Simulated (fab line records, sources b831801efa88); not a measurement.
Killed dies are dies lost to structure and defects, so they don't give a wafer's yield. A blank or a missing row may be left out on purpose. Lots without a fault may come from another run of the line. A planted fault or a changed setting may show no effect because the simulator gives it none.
Problem report in the 8D (eight disciplines) form, filled by code | flow sky130 | the parts of the form that need people (team, actions taken, sign-off) are left out

1. THE PROBLEM
oes_product_au at SKY_GATE_OXIDE_STRIP_13 reads a mean of 0.944 a.u. on 3 wafers of 1 lot; wafers without a fault read 0.716 a.u. with a standard deviation of 0.0044. That is +52 standard deviations from the usual mean.
The step: strips in O2/N2.
First seen on wafer L494.1, day 18 15:41, on plasma_asher-02. The record holds 39 wafers of 13 lots with a number at this step. Rule for "out", or "out of limits": more than 4 standard deviations from the usual mean. The other wafers with a number count as sound.

2. WHAT IT IS AND WHAT IT IS NOT
question                    | is                     | is not
which readings at this step | oes_product_au         | drypump_motor_current_A
which lots                  | L494                   | L482, L483, L484, L488, L489, L491, L492, L493, L495, L496, L503, L504
which wafers of those lots  | all that have a number | -
read on which tools         | plasma_asher-02        | plasma_asher-01, plasma_asher-04
when                        | from day 18 15:41      | up to then (24 sound wafers); but 12 sound wafers of L495, L496, L503, L504 came after

3. SUSPECTS, AND WHAT RULES EACH OUT
Counting: a tool at a process step up to the reading stays a suspect if it ran every lot that is out and no sound lot after the first of them.
- plasma_asher-02 at SKY_GATE_OXIDE_STRIP_13 (strips in O2/N2): ruled out as a lasting fault. Sound lots L503, L504 ran on it after its first lot that is out, L494 (day 18 15:41).
Left after counting: nothing in the record.

4. THE CAUSE (what the simulator had put in)
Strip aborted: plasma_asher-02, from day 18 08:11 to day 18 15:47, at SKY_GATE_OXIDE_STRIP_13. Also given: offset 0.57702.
Counting ruled it out, wrongly.

5. THE CHAIN OF EFFECTS, in route order
Each row: a reading whose mean over the struck wafers that have a number lies more than 3 standard deviations from the usual. Only readings for which the record gives a usual standard deviation are gone through. hours: the time from each lot's start at the first step in this table that gives one to its start at this step, as a median over the lots. sigmas: the change in usual standard deviations.
hours | step                    | reading             | usual      | on struck wafers | change | sigmas
0     | SKY_GATE_OXIDE_STRIP_13 | oes_product_au      | 0.716 a.u. | 0.944            | +0.228 | +52
731   | SKY_PAD_OPEN_PROBE_99   | killed_at_front_end | 15         | 419              | +404   | +99
731   | SKY_PAD_OPEN_PROBE_99   | killed_dies         | 86         | 492              | +406   | +46
731   | SKY_PAD_OPEN_PROBE_99   | killed_on_rim       | 17         | 96               | +79    | +23
The process steps in it:
- SKY_GATE_OXIDE_STRIP_13: strips in O2/N2.
- SKY_PAD_OPEN_PROBE_99
Readings that are blank on the struck wafers while sound wafers have them: strip_time_to_endpoint_s at SKY_GATE_OXIDE_STRIP_13.

6. WHAT WOULD HAVE CAUGHT IT SOONER
In this record the first reading out of limits was taken at day 18 15:41, 7 hours after the fault began at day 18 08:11.
